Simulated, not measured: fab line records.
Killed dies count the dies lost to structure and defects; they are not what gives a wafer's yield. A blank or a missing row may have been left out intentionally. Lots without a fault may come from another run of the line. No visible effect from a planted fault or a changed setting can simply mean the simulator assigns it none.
Shared-tool check | flow sky130 | Lots sampled 11, wafers sampled 36

## WHY IT WAS OPENED
At SKY_LDD_P_TW_MEAS_11 the reading LDD_P_TW is flagged on 1 of 11 lots. No-fault wafers: 640, standard deviation 7.5.
Rule: a lot is flagged when every wafer of it that has a number lies more than 4 standard deviations from that mean, or none has a number. All remaining lots are regarded as sound.

lot  | measured     | on            | LDD_P_TW, wafer by wafer | flag
L649 | day 21 01:06 | film_metro-01 | 634 640 637              |
L648 | day 21 11:48 | film_metro-01 | 30 30 30 30 30 30        | FLAGGED
L653 | day 22 15:52 | film_metro-03 | 627 628 631              |
L655 | day 23 10:37 | film_metro-02 | 645 647 646              |
L656 | day 23 14:42 | film_metro-01 | 633 631 636              |
L657 | day 23 23:16 | film_metro-02 | 646 646 650              |
L658 | day 24 06:52 | film_metro-01 | 629 634 636              |
L662 | day 25 17:01 | film_metro-02 | 649 651 654              |
L664 | day 26 08:52 | film_metro-02 | 648 647 645              |
L666 | day 27 00:50 | film_metro-02 | 642 641 644              |
L668 | day 27 11:52 | film_metro-02 | 642 645 642              |
On average the flagged lots' numbers are 30, which is -610 against the usual, or -81 standard deviations.

## WHICH TOOL EACH LOT WENT THROUGH
The record holds 3 process steps before the reading, out of a route of 708 steps. Every cell lists first the tool, next ch and the chambers used by the sampled wafers, and last the start.
lot  | flag    | SKY_SONOS_ONO_STRIP_17               | SKY_LDD_P_EXPOSE_04                 | SKY_LDD_P_STRIP_10
L649 |         | plasma_asher-01 ch 0,1, day 14 07:54 | iline_stepper-01 ch 0, day 20 09:57 | plasma_asher-02 ch 0,1, day 21 01:00
L648 | FLAGGED | plasma_asher-01 ch 0,1, day 14 15:43 | iline_stepper-02 ch 0, day 20 20:27 | plasma_asher-04 ch 0,1, day 21 11:42
L653 |         | plasma_asher-02 ch 0,1, day 15 20:19 | iline_stepper-02 ch 0, day 21 23:56 | plasma_asher-02 ch 0,1, day 22 15:47
L655 |         | plasma_asher-01 ch 0,1, day 16 12:34 | iline_stepper-01 ch 0, day 22 19:16 | plasma_asher-02 ch 0,1, day 23 10:31
L656 |         | plasma_asher-02 ch 0,1, day 16 20:16 | iline_stepper-02 ch 0, day 22 23:13 | plasma_asher-04 ch 0,1, day 23 14:36
L657 |         | plasma_asher-03 ch 0, day 17 01:48   | iline_stepper-01 ch 0, day 23 07:42 | plasma_asher-03 ch 0,1, day 23 23:10
L658 |         | plasma_asher-02 ch 0,1, day 17 12:56 | iline_stepper-01 ch 0, day 23 15:35 | plasma_asher-02 ch 0,1, day 24 06:47
L662 |         | plasma_asher-03 ch 0,1, day 19 00:28 | iline_stepper-02 ch 0, day 25 02:27 | plasma_asher-02 ch 0,1, day 25 16:55
L664 |         | plasma_asher-02 ch 0,1, day 19 17:34 | iline_stepper-02 ch 0, day 25 17:40 | plasma_asher-03 ch 0,1, day 26 08:46
L666 |         | plasma_asher-03 ch 0,1, day 20 06:13 | iline_stepper-01 ch 0, day 26 10:03 | plasma_asher-04 ch 0,1, day 27 00:44
L668 |         | plasma_asher-03 ch 0,1, day 20 20:39 | iline_stepper-02 ch 0, day 26 21:58 | plasma_asher-03 ch 0,1, day 27 11:45
What is done by these steps:
- SKY_SONOS_ONO_STRIP_17: strips in O2/N2.
- SKY_LDD_P_EXPOSE_04: exposes mask PSDM, target cd 380 nm.
- SKY_LDD_P_STRIP_10: strips in O2/N2.
- SKY_LDD_P_TW_MEAS_11

## FLAGGED OVER TOTAL, TOOL BY TOOL (the gauges that took the reading come last)
step                   | tool             | lots run | flagged | share of the flagged lots | sound lots run after its first flagged lot
SKY_SONOS_ONO_STRIP_17 | plasma_asher-01  | 3        | 1       | all                       | 1 (L655)
SKY_SONOS_ONO_STRIP_17 | plasma_asher-02  | 4        | 0       | none                      | -
SKY_SONOS_ONO_STRIP_17 | plasma_asher-03  | 4        | 0       | none                      | -
SKY_LDD_P_EXPOSE_04    | iline_stepper-01 | 5        | 0       | none                      | -
SKY_LDD_P_EXPOSE_04    | iline_stepper-02 | 6        | 1       | all                       | 5 (L653,L656,L662,L664,L668)
SKY_LDD_P_STRIP_10     | plasma_asher-02  | 5        | 0       | none                      | -
SKY_LDD_P_STRIP_10     | plasma_asher-03  | 3        | 0       | none                      | -
SKY_LDD_P_STRIP_10     | plasma_asher-04  | 3        | 1       | all                       | 2 (L656,L666)
SKY_LDD_P_TW_MEAS_11   | film_metro-01    | 4        | 1       | all                       | 2 (L656,L658)
SKY_LDD_P_TW_MEAS_11   | film_metro-02    | 6        | 0       | none                      | -
SKY_LDD_P_TW_MEAS_11   | film_metro-03    | 1        | 0       | none                      | -

## WHAT THE TABLE ALLOWS
4 rows of the table ran every flagged lot: plasma_asher-01 at SKY_SONOS_ONO_STRIP_17, iline_stepper-02 at SKY_LDD_P_EXPOSE_04, plasma_asher-04 at SKY_LDD_P_STRIP_10, film_metro-01 at SKY_LDD_P_TW_MEAS_11.
- plasma_asher-01 at SKY_SONOS_ONO_STRIP_17 ran 3 lots, 1 of them flagged. Sound lots followed the first flagged one (L655) on it, something a lasting fault affecting the whole tool could not allow.
- iline_stepper-02 at SKY_LDD_P_EXPOSE_04 ran 6 lots, 1 of them flagged. Sound lots followed the first flagged one (L653, L656, L662, L664, L668) on it, something a lasting fault affecting the whole tool could not allow.
- plasma_asher-04 at SKY_LDD_P_STRIP_10 ran 3 lots, 1 of them flagged. Sound lots followed the first flagged one (L656, L666) on it, something a lasting fault affecting the whole tool could not allow.
- film_metro-01 at SKY_LDD_P_TW_MEAS_11 ran 4 lots, 1 of them flagged. Sound lots followed the first flagged one (L656, L658) on it, something a lasting fault affecting the whole tool could not allow.
There is no row in the table that ran each flagged lot and no sound lot after the first.

## WHAT THE SIMULATOR HAD INSERTED
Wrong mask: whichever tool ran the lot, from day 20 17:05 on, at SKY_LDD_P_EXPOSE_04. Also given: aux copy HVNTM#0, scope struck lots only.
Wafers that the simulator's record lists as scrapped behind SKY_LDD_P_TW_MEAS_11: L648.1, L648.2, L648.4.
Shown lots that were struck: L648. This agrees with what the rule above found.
